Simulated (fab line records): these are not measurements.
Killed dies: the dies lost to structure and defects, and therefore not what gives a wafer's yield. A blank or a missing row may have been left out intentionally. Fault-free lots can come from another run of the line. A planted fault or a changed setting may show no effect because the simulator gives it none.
Struck lot and sound lot, side by side | flow sky130 | 37 steps out of a route of 708
Sound: wafers L793.1, L793.2, L793.5. Struck: wafer L799.1 (left out: L799.3, L799.4 of the same lot, which were not struck); the cause appears at the end.
At each step with rows: each side's tool, then ch and its chambers, then its first start. Under that, the readings that differ: sound wafers | struck wafers | difference of the means | sigmas: that difference in standard deviations of wafers without a fault.
alike: readings with means less than 2 such deviations apart, plus words and numbers identical on both sides. not compared: withheld readings, readings lacking a value on some wafer, bounds such as >300 that could conceal the same value, and numbers that have no deviation in the record and whose values overlap.
Wherever a step has rows on one side only, a row that says differs or no value, or a row with sigmas, the two part there. Non-overlapping numbers with no deviation appear without sigmas and do not part them. Lack of a reading on every wafer of one side parts them only where that side has two or more wafers.

first, 9 steps without rows for these wafers: SKY_VIA3_SPUTTER_20 (material TiN, target thk 20 nm, time 80 s); SKY_VIA3_CVD_21 (deposits W, target thk 390 nm, time 117.31 s); SKY_VIA3_CMP_24 (polishes, stops on SiO2, t overpolish 20 s, target thk 0 nm); SKY_METAL4_SPUTTER_00 (material Ti, target thk 15 nm, time 10 s); SKY_METAL4_SPUTTER_01 (material TiN, target thk 20 nm, time 16.7 s); SKY_METAL4_SPUTTER_02 (material AlCu, target thk 735 nm, time 39.1 s); SKY_METAL4_SPUTTER_03 (material Ti, target thk 5 nm, time 3.3 s); SKY_METAL4_SPUTTER_04 (material TiN, target thk 70 nm, time 58.3 s); SKY_CAP2M_CVD_00 (deposits SiO2, target thk 15.5 nm).
SKY_CAP2M_SPUTTER_02: material TiN, target thk 200 nm, time 166.7 s.
  struck on pvd sputter-02, day 41 19:50; sound on pvd sputter-02, day 39 13:46
  reading                                   | sound             | struck | difference | sigmas
  model.TiN_of_CAP2M_SPUTTER_02.thk nm (nm) | 202.2 202.2 201.9 | 270.5  | +68.4      |
  alike: throttle valve pct
SKY_CAP2M_RS_MEAS_03: the measuring method here is four-point-probe.
  struck on film metro-01, day 41 20:13; sound on film metro-01, day 39 13:53
  reading               | sound          | struck | difference | sigmas
  CAP2M_TIN_RS (ohm/sq) | 6.82 6.83 6.83 | 5.07   | -1.76      | -24
  not compared: hold
SKY_CAP2M_THK_MEAS_04: measures by xrf.
  struck on film metro-01, day 42 02:36; sound on film metro-01, day 39 14:00
  reading            | sound             | struck | difference | sigmas
  CAP2M_TIN_THK (nm) | 200.8 199.3 199.3 | 267.0  | +67.2      | +32
  not compared: hold
then, 6 steps without rows for these wafers: SKY_CAP2M_HMDS_06 (prime time 60 s); SKY_CAP2M_COAT_07 (resist thk 1140 nm); SKY_CAP2M_SOFTBAKE_08 (time 60 s); SKY_CAP2M_EXPOSE_09 (exposes mask CAP2M, target cd 1000 nm); SKY_CAP2M_PEB_10; SKY_CAP2M_DEVELOP_11 (develop time 60 s).
SKY_CAP2M_METAL_ETCH_13: etches TiN in Cl2/BCl3, stops on SiO2, target depth 220 nm, time 62.9 s.
  sound on rie metal-04 ch 0,1, day 40 14:44; struck on rie metal-03 ch 0, day 42 19:11
  reading                     | sound                | struck | difference | sigmas
  drypump motor current A (A) | 5.5 5.9 5.9          | 5.1    | -0.7       | -2
  oes product au (a.u.)       | 0.947 0.954 0.939    | 0.989  | +0.042     | +6
  throttle valve pct (%)      | 21.900 21.904 21.899 | 21.851 | -0.050     | -6
  not compared: rf hours counter h
then, 16 steps without rows for these wafers: SKY_CAP2M_STRIP_14 (strips in O2/N2); SKY_CAP2M_STRIP_15 (strips in post etch residue remover, time 1200 s); SKY_CAP2M_CLEAN_16 (cleans in IPA, time 180 s); SKY_CAP2M_CLEAN_17 (cleans in O3/DIW); SKY_METAL4_DEHYDRATE_05 (time 60 s); SKY_METAL4_HMDS_06 (prime time 60 s); SKY_METAL4_COAT_07 (resist thk 60 nm); SKY_METAL4_COAT_08 (resist thk 1140 nm); SKY_METAL4_SOFTBAKE_09 (time 90 s); SKY_METAL4_EXPOSE_10 (exposes mask MM4, target cd 300 nm); SKY_METAL4_PEB_11; SKY_METAL4_DEVELOP_12 (develop time 60 s); SKY_METAL4_DESCUM_15 (chemistry O2, time 8 s); SKY_METAL4_ETCH_16 (etches BARC in N2/H2, stops on SiO2, time 88.2 s, target depth 60 nm); SKY_METAL4_ETCH_17 (etches SiO2 in C4F8/O2/Ar, stops on TiN, time 3.9 s, target depth 15 nm); SKY_METAL4_METAL_ETCH_18 (etches the open film in Cl2/BCl3, stops on SiO2, target depth 845 nm, time 183.1 s).
SKY_METAL4_STRIP_20: strips in post etch residue remover, time 1200 s.
  sound on wet bench-01 ch 0, day 41 16:32; struck on wet bench-02 ch 0, day 43 18:26
  reading                                   | sound           | struck | difference | sigmas
  model.TiN_of_CAP2M_SPUTTER_02.thk nm (nm) | 201.3 201.4 201 | 269.7  | +68.5      |
-- the record jumps here: 4 days lie between the struck wafers' starts before and after (it left off in module METAL4 and takes up again in module PAD_OPEN, whose first step shown is number 708 of the route) --
SKY_PAD_OPEN_PROBE_99:
  struck on prober-01, day 47 11:53; sound on prober-02, day 45 16:02
  reading                                    | sound                          | struck  | difference | sigmas
  killed_at_M4_up                            | 1 1 1                          | 5       | +4         | +2
  model.etest.tester.sort n pass             | 392 407 405                    | 0       | -401       |
  model.etest.met4.line ohm um               | 0.1443 0.1465 0.1452           | 78.63   | +78.48     |
  model.etest.tester.sort yield pct (%)      | 79.67 82.72 82.32              | 0       | -82        |
  model.etest.tester.sort_bin_4_pct (%)      | 0 0 0                          | 79.54   | +79.54     |
  model.etest.via4 chain.rc ohm              | 0.8112 0.7869 0.7846           | 59.6    | +58.8      |
  model.etest.met4.rs ohm sq                 | 0.04339 0.04301 0.04347        | 23.5    | +23.5      |
  model.etest.tester.sort_bin_3_pct (%)      | 1.626 0.6098 0.4065            | 4.402   | +3.521     |
  model.etest.met4.rs ohm sq rim less centre | 0.0003252 0.0001164 -0.0001529 | -0.7034 | -0.7035    |
  alike: defect limited yield, killed_at_M0_to_M3, killed at contacts, killed at front end, killed at other, killed dies, killed open, killed short

WHERE THEY PART
Last at SKY_PAD_OPEN_PROBE_99 as far as this record goes, first at SKY_CAP2M_RS_MEAS_03.

WHY: whatever the simulator had introduced
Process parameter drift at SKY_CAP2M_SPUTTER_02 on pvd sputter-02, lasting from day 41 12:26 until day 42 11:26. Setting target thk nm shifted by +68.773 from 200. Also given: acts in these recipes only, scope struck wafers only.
